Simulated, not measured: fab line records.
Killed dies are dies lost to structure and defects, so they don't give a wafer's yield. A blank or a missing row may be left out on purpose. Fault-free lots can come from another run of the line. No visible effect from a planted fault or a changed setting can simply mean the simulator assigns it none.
Chamber matching :: flow sky130 :: rie-diel-04 running SKY_METAL3_ETCH_17: 4 sister chambers
The step etches SiO2 in C4F8/O2/Ar, stops on TiN, time 3.9 s, target depth 15 nm. 16 wafers are shown with their chamber, then 8 later ones without.

## EACH WAFER AND ITS CHAMBER
wafer: L078.1
chamber: 3
oes-product-au (a.u.): 0.744

wafer: L078.4
chamber: 1
oes-product-au (a.u.): 0.754

wafer: L078.5
chamber: 1
oes-product-au (a.u.): 0.757

wafer: L086.1
chamber: 1
oes-product-au (a.u.): 0.752

wafer: L086.3
chamber: 2
oes-product-au (a.u.): 0.752

wafer: L086.5
chamber: 1
oes-product-au (a.u.): 0.755

wafer: L085.3
chamber: 1
oes-product-au (a.u.): 0.751

wafer: L085.4
chamber: 2
oes-product-au (a.u.): 0.756

wafer: L085.5
chamber: 3
oes-product-au (a.u.): 0.752

wafer: L087.2
chamber: 0
oes-product-au (a.u.): 0.760

wafer: L087.5
chamber: 1
oes-product-au (a.u.): 0.753

wafer: L087.6
chamber: 0
oes-product-au (a.u.): 0.759

wafer: L088.1
chamber: 1
oes-product-au (a.u.): 0.756

wafer: L088.2
chamber: 0
oes-product-au (a.u.): 0.758

wafer: L088.6
chamber: 0
oes-product-au (a.u.): 0.750

wafer: L089.1
chamber: 2
oes-product-au (a.u.): 0.744

SIGNATURES (means of the wafers above)
reading: oes-product-au
chamber 0: 0.75675
chamber 1: 0.75400
chamber 2: 0.75067
chamber 3: 0.74800
scatter within a chamber: 0.00406
Rule: for a wafer and a chamber, the distance is found by dividing, reading by reading, the gap between the wafer's reading and the chamber's mean by the reading's scatter, squaring, summing and taking the root. The wafer belongs to the nearest chamber; if the next one is less than 2 further off, it can't be placed. The scatter: the root of (the sum of the squares of (reading less its chamber's mean) over the shown wafers, divided by (wafers less chambers)).

## WAFERS WITHOUT THEIR CHAMBER
wafer: L089.2
oes-product-au (a.u.): 0.752

wafer: L089.4
oes-product-au (a.u.): 0.763

wafer: L092.2
oes-product-au (a.u.): 0.753

wafer: L092.3
oes-product-au (a.u.): 0.753

wafer: L092.4
oes-product-au (a.u.): 0.748

wafer: L095.2
oes-product-au (a.u.): 0.743

wafer: L095.3
oes-product-au (a.u.): 0.744

wafer: L095.5
oes-product-au (a.u.): 0.757

## EACH ONE'S CHAMBER
wafer: L089.2
from the rows above: can't be placed: 2 or 1 or 3 or 0
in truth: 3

wafer: L089.4
from the rows above: can't be placed: 0 or 1 or 2
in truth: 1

wafer: L092.2
from the rows above: can't be placed: 1 or 2 or 0 or 3
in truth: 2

wafer: L092.3
from the rows above: can't be placed: 1 or 2 or 0 or 3
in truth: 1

wafer: L092.4
from the rows above: can't be placed: 3 or 2 or 1
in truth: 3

wafer: L095.2
from the rows above: can't be placed: 3 or 2 or 1
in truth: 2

wafer: L095.3
from the rows above: can't be placed: 3 or 2 or 1
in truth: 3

wafer: L095.5
from the rows above: can't be placed: 0 or 1 or 2
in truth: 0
Correctly placed: 0 of 8. These rows do not allow placing 8 (true chamber among the candidates in 8). Number placed wrongly: 0.
